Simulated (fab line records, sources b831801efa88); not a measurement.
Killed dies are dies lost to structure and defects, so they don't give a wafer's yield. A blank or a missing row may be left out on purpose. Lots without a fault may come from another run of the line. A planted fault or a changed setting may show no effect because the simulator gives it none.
Which tool did it? | flow sky130 | 7 lots, 21 wafers sampled, at 3 steps of a route of 708

WHAT THE GAUGES READ, wafer by wafer
SKY_LDD_LDN_TW_MEAS_13.
lot  | measured     | on            | LDD_LDN_TW
L991 | day 23 10:47 | film_metro-01 | 1500 1486 1492
L993 | day 24 07:44 | film_metro-04 | 1490 1490 1495
L996 | day 25 11:35 | film_metro-04 | 1360 1375 1357
L106 | day 28 19:18 | film_metro-01 | 1508 1501 1506
L108 | day 29 11:28 | film_metro-01 | 1500 1504 1498
L110 | day 30 02:53 | film_metro-04 | 1491 1495 1498
L112 | day 31 12:55 | film_metro-01 | 1506 1505 1500

WHICH TOOL RAN EACH LOT (tool, then ch and the chambers of the sampled wafers, then the start)
lot  | SKY_LDD_P_STRIP_10                   | SKY_LDD_LDN_IMPLANT_10
L991 | plasma_asher-03 ch 1, day 19 14:04   | implanter-03 ch 0, day 23 10:23
L993 | plasma_asher-01 ch 0,1, day 20 12:02 | implanter-04 ch 0, day 24 07:20
L996 | plasma_asher-03 ch 0,1, day 21 16:56 | implanter-03, day 25 11:12
L106 | plasma_asher-03 ch 0,1, day 25 04:35 | implanter-03 ch 0, day 28 18:56
L108 | plasma_asher-03 ch 0,1, day 25 20:17 | implanter-04 ch 0, day 29 11:04
L110 | plasma_asher-03 ch 0,1, day 26 13:49 | implanter-03 ch 0, day 30 02:30
L112 | plasma_asher-01 ch 0,1, day 27 23:40 | implanter-02 ch 0, day 31 12:31
- SKY_LDD_P_STRIP_10: strips in O2/N2.
- SKY_LDD_LDN_IMPLANT_10

THE ANSWER, worked out from the rows above alone
Rule: what is usual is taken from the lots themselves. Put in order of their means at a reading, lots are off if they are a third of the lots or fewer, leave a main group of 4 or more, and stand apart from it by a gap of 3 or more times the standard deviation of the main group's means; of several such gaps the widest counts. A main group whose means are all the same, to the digits that the tables above print for the reading, isn't used. A lot without any number at a reading at which 4 lots or more have one is off too. The other lots that the step has rows for count as sound.
Off: L996, at SKY_LDD_LDN_TW_MEAS_13 (LDD_LDN_TW). The main group: mean 1498, standard deviation 5.3.
A tool fits if, at a process step before that reading, it ran every lot that is off, and no sound lot after the first of them. The gauges at SKY_LDD_LDN_TW_MEAS_13 are tried like those tools. None of those tried fits.

WHAT THE SIMULATOR HAD PUT IN
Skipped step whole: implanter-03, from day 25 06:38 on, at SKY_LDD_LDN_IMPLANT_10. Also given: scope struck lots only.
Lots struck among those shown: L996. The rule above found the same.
